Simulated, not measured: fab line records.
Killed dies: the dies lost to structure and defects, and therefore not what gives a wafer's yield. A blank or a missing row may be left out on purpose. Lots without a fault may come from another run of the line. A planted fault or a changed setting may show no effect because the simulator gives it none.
Which of the tools did it? ; flow sky130 ; Sampling: 15 lots, 42 wafers, 4 of 708 route steps

## WHAT THE GAUGES SHOWED, per wafer
SKY_POLY_GATE_THK_MEAS_04. Usual: POLY_GATE_CVD_03_THK gives 75.2 nm (standard deviation 0.79).
lot;measured;on;POLY_GATE_CVD_03_THK (nm);flag
L105;day 15 06:45;film_metro-02;75.5 76.2 75.9;
L106;day 15 09:55;film_metro-04;73.6 74.1 74.1;
L107;day 15 20:54;film_metro-03;76.0 75.8 75.8;
L108;day 16 01:42;film_metro-02;75.4 75.3 74.9;
L109;day 16 23:17;film_metro-03;76.0 75.2 74.8;
L111;day 17 10:14;film_metro-03;75.5 76.3 75.8;
L112;day 17 19:32;film_metro-03;75.3 75.3 75.3;
L114;day 18 10:46;film_metro-03;76.5 75.6 75.6;
L115;day 18 18:17;film_metro-03;74.4 74.4 75.0;
L116;day 19 04:06;film_metro-04;75.0 74.1 74.3;
L118;day 20 01:57;film_metro-04;76.0 75.3 75.0;
L121;day 21 00:01;film_metro-04;76.4 75.8;
L123;day 21 20:43;film_metro-04;75.6 74.9;
L125;day 22 08:17;film_metro-02;75.4 74.6;
L128;day 23 04:41;film_metro-02;74.7 74.5 74.4;

SKY_LDD_N_OVL_MEAS_07. Usual: LDD_N_OVL gives -0.6 nm (standard deviation 1.4).
lot;measured;on;LDD_N_OVL (nm);flag
L105;day 17 19:10;overlay-01;-0.5 -2.4 -2.0;
L106;day 17 23:17;overlay-01;-0.1 -0.6 -3.7;
L107;day 18 08:02;overlay-01;-0.2 -0.1 2.4;
L108;day 18 12:19;overlay-02;-1.9 -0.4 -2.5;
L109;day 19 12:28;overlay-02;1.0 -0.3 -0.2;
L111;day 20 01:13;overlay-01;0.0 0.1 0.9;
L112;day 20 12:34;overlay-01;-4.2 -2.5 -1.1;
L114;day 21 01:49;overlay-02;2.0 0.2 -0.2;
L115;day 21 09:59;overlay-02;2.4 0.0 -0.4;
L116;day 21 20:13;overlay-02;-3.1 -2.3 0.5;
L118;day 22 16:31;overlay-02;0.5 -0.7 0.2;
L121;day 23 14:23;overlay-01;-0.3 -1.9;
L123;day 24 09:59;overlay-01;0.8 -1.8;
L125;day 24 22:25;overlay-02;-0.5 -1.5;
L128;day 25 17:52;overlay-02;-0.5 -0.5 -0.7;

## TOOL THAT RAN EACH LOT (tool first, then ch and the chambers of the sampled wafers, then the start)
lot;SKY_POLY_GATE_ETCH_17;SKY_POLY_GATE_STRIP_18
L105;rie_si-02 ch 0,2,3, day 16 10:09;plasma_asher-02 ch 0, day 16 10:13
L106;rie_si-02 ch 0,3, day 16 13:39;plasma_asher-03 ch 0,1, day 16 13:44
L107;rie_si-01 ch 0,1, day 17 00:51;plasma_asher-04 ch 0,1, day 17 00:56
L108;rie_si-02 ch 0,1,2, day 17 05:16;plasma_asher-03 ch 0, day 17 05:19
L109;rie_si-02 ch 0,1,2, day 18 04:30;plasma_asher-03 ch 0,1, day 18 04:34
L111;rie_si-01 ch 0,1,3, day 18 15:52;plasma_asher-03 ch 0,1, day 18 15:55
L112;rie_si-02 ch 0,2,3, day 19 01:45;plasma_asher-02 ch 0,1, day 19 01:49
L114;rie_si-01 ch 1,2,3, day 19 18:06;plasma_asher-04 ch 0,1, day 19 18:10
L115;rie_si-02 ch 0,3, day 20 01:31;plasma_asher-04 ch 0,1, day 20 01:37
L116;rie_si-01 ch 0,1,3, day 20 11:13;plasma_asher-03 ch 0,1, day 20 11:16
L118;rie_si-01 ch 0,3, day 21 08:51;plasma_asher-02 ch 0,1, day 21 08:55
L121;rie_si-02 ch 2,3, day 22 06:38;plasma_asher-04 ch 0,1, day 22 06:44
L123;rie_si-02 ch 0,1, day 23 03:16;plasma_asher-02 ch 0,1, day 23 03:22
L125;rie_si-02 ch 1,3, day 23 15:01;plasma_asher-02 ch 0,1, day 23 15:04
L128;rie_si-01 ch 0,1, day 24 11:03;plasma_asher-04 ch 0,1, day 24 11:07
- SKY_POLY_GATE_ETCH_17: etches poly-Si in HBr/Cl2, stops on SiO2, target depth 180 nm, time 70.5 s.
- SKY_POLY_GATE_STRIP_18: strips in O2/N2.

## AS READ BY THE TOOLS THEMSELVES (means over the sampled wafers that have a number; for cases with no such wafer, the mark the record gives instead)
SKY_POLY_GATE_ETCH_17. Usual: drypump_motor_current_A 5.6 A, standard deviation 0.41; oes_product_au 0.985 a.u., standard deviation 0.0074; throttle_valve_pct 33.683 %, standard deviation 0.0088.
lot;tool;drypump_motor_current_A (A);oes_product_au (a.u.);throttle_valve_pct (%);flag
L105;rie_si-02;5.4;0.984;33.683;
L106;rie_si-02;5.2;0.978;33.677;
L107;rie_si-01;5.5;0.986;33.687;
L108;rie_si-02;5.4;0.984;33.679;
L109;rie_si-02;5.4;0.985;33.687;
L111;rie_si-01;5.9;0.991;33.683;
L112;rie_si-02;5.4;0.981;33.683;
L114;rie_si-01;6.1;0.985;33.686;
L115;rie_si-02;5.2;0.985;33.689;
L116;rie_si-01;5.9;0.978;33.690;
L118;rie_si-01;5.9;0.987;33.681;
L121;rie_si-02;5.3;0.838;33.677;OFF
L123;rie_si-02;5.3;0.832;33.673;OFF
L125;rie_si-02;5.2;0.840;33.678;OFF
L128;rie_si-01;5.5;0.978;33.687;

SKY_POLY_GATE_STRIP_18. Usual: drypump_motor_current_A 5.5 A, standard deviation 0.41; oes_product_au 0.360 a.u., standard deviation 0.005; strip_time_to_endpoint_s 3.16 s, standard deviation 0.052.
lot;tool;drypump_motor_current_A (A);oes_product_au (a.u.);strip_time_to_endpoint_s (s);flag
L105;plasma_asher-02;5.5;0.364;3.15;
L106;plasma_asher-03;6.1;0.358;3.19;
L107;plasma_asher-04;5.3;0.359;3.21;
L108;plasma_asher-03;6.4;0.359;3.20;
L109;plasma_asher-03;5.7;0.361;3.11;
L111;plasma_asher-03;5.7;0.358;3.12;
L112;plasma_asher-02;5.5;0.364;3.21;
L114;plasma_asher-04;5.3;0.359;3.18;
L115;plasma_asher-04;5.3;0.362;3.21;
L116;plasma_asher-03;5.7;0.361;3.19;
L118;plasma_asher-02;5.4;0.357;3.18;
L121;plasma_asher-04;5.3;0.365;3.41;OFF
L123;plasma_asher-02;5.5;0.369;3.38;OFF
L125;plasma_asher-02;5.5;0.369;3.38;OFF
L128;plasma_asher-04;5.3;0.367;3.20;

## THE ANSWER, worked out from the rows above alone
Rule: a lot counts as off when the mean over its wafers that have a number is more than 3 standard deviations away from the usual mean. Also off: a lot with no number at a reading for which 4 or more lots have one. All remaining lots with rows at the step are treated as sound. After the gauges, taken in route order, come the tools' own readings; for these a lot's mean is taken, as printed above. At the first step where some lot is off, the reading lying furthest off is the one used; lots without a number count as furthest.
Off at SKY_POLY_GATE_ETCH_17 (oes_product_au): L121, L123, L125.
If a tool, at that step or one of the process steps before it, ran each lot that is off and ran no sound lot following the first of them, it fits. One fits: SKY_POLY_GATE_ETCH_17 on rie_si-02. A fault onset in the window from L115 (day 20 01:31, its last sound lot) to L121 (day 22 06:38, its first lot off) fits.
On the lots that are off, the tool's own readings at SKY_POLY_GATE_ETCH_17 differ by more than 5 times the standard deviation of the sound lots' means, which bears it out; oes_product_au reads 0.837 a.u. there versus 0.984 a.u. on the sound lots.

## WHAT THE SIMULATOR HAD PUT IN
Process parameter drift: rie_si-02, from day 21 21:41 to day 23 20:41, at SKY_POLY_GATE_ETCH_17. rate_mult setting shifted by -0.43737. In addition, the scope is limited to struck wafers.
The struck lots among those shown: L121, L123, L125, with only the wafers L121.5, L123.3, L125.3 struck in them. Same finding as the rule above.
